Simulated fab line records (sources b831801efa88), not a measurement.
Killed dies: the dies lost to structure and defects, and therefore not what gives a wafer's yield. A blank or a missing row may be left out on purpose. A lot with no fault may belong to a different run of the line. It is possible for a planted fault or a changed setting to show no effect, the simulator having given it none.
Problem report in the 8D (eight disciplines) form, filled by code | flow sky130 | the parts of the form that need people (team, actions taken, sign-off) are left out

1. PROBLEM STATEMENT
Wafers free of any fault read 141.9 (standard deviation 0.95) for VT_ADJUST_PCH_TW at SKY_VT_ADJUST_PCH_TW_MEAS_10, against a mean of 150.3 on 6 wafers of 2 lots. That puts it +8.9 standard deviations away from the usual mean.
Earliest sighting: wafer L950.1 on film metro-04 at day 12 20:03. The record holds 36 wafers of 12 lots with a number at this step. The rule behind "out" and "out of limits": a value lying over 4 standard deviations away from the usual mean. The other wafers with a number count as sound.

2. WHAT IT IS, WHAT IT ISN'T
question                    | is                     | is not
which readings at this step | VT_ADJUST_PCH_TW       | -
which lots                  | L950, L951             | L944, L945, L946, L947, L949, L958, L960, L962, L963, L965
which wafers of those lots  | all that have a number | -
read on which gauges        | film metro-04          | film metro-01, film metro-02
when                        | from day 12 20:03      | up to then (15 sound wafers); but 15 sound wafers of L958, L960, L962, L963, L965 came after

3. THE SUSPECTS, EACH WITH WHAT RULES IT OUT
Counting: a tool at any process step up to the reading remains a suspect when it ran all the lots that are out and ran no sound lot after the first of those.
- the gauge at SKY_VT_ADJUST_PCH_TW_MEAS_10 is ruled out. All the wafers that are out were read on film metro-04, but those of them that SKY_VT_ADJUST_PCH_IMPLANT_08 has rows for are out there too, on other tools.
- implanter-03 at SKY_VT_ADJUST_PCH_IMPLANT_08: ruled out as a lasting fault. The sound lots L960, L963 went through it after L950, its earliest lot that is out (day 12 19:48).
Left after counting: nothing in the record.

4. THE CAUSE (what the simulator had put in)
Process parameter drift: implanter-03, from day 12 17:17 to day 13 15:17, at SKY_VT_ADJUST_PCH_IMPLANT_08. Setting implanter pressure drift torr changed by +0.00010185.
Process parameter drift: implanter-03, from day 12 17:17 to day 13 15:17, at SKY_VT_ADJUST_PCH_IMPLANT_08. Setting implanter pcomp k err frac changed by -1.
The count ruled it out by mistake, since the rule takes a fault to strike every lot its tool runs from the start of the fault on, and this one did not do so.

5. THE EFFECT CHAIN, in route order
Each row: a reading where the mean over the struck wafers with a number is more than 3 standard deviations away from the usual. Only readings for which the record gives a usual standard deviation are gone through. hours: the time from each lot's start at the first step in this table that gives one to its start at this step, as a median over the lots. sigmas: the change in usual standard deviations.
hours | step                         | reading                   | usual         | on struck wafers | change    | sigmas
0     | SKY_VT_ADJUST_PCH_IMPLANT_08 | beam on s                 | 10.01 s       | 12.36            | +2.35     | +12
0     | SKY_VT_ADJUST_PCH_IMPLANT_08 | end station pressure torr | 4.98e-06 Torr | 1.04e-04         | +9.87e-05 | +99 or more
0     | SKY_VT_ADJUST_PCH_IMPLANT_08 | faraday current uA        | 2.82          | 2.31             | -0.51     | -9.3
0     | SKY_VT_ADJUST_PCH_TW_MEAS_10 | VT_ADJUST_PCH_TW          | 141.9         | 150.3            | +8.4      | +8.9
Its process steps:
- SKY_VT_ADJUST_PCH_IMPLANT_08
Later measuring or inspecting steps at which every struck wafer that the step has a row for has a number for every such reading, and none has moved that far: SKY_SONOS_TUNNEL_CD_MEAS_07.

6. WHAT WOULD HAVE CAUGHT IT SOONER
3 hours passed between the start of the fault at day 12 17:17 and the first reading out of limits at a measuring or inspecting step in this record, taken at day 12 20:03.
At SKY_VT_ADJUST_PCH_IMPLANT_08, the tool's own readings (beam on s, end station pressure torr, faraday current uA) were out on each struck wafer the step has a row for, so an alarm limit on them would have fired on the first such wafer.
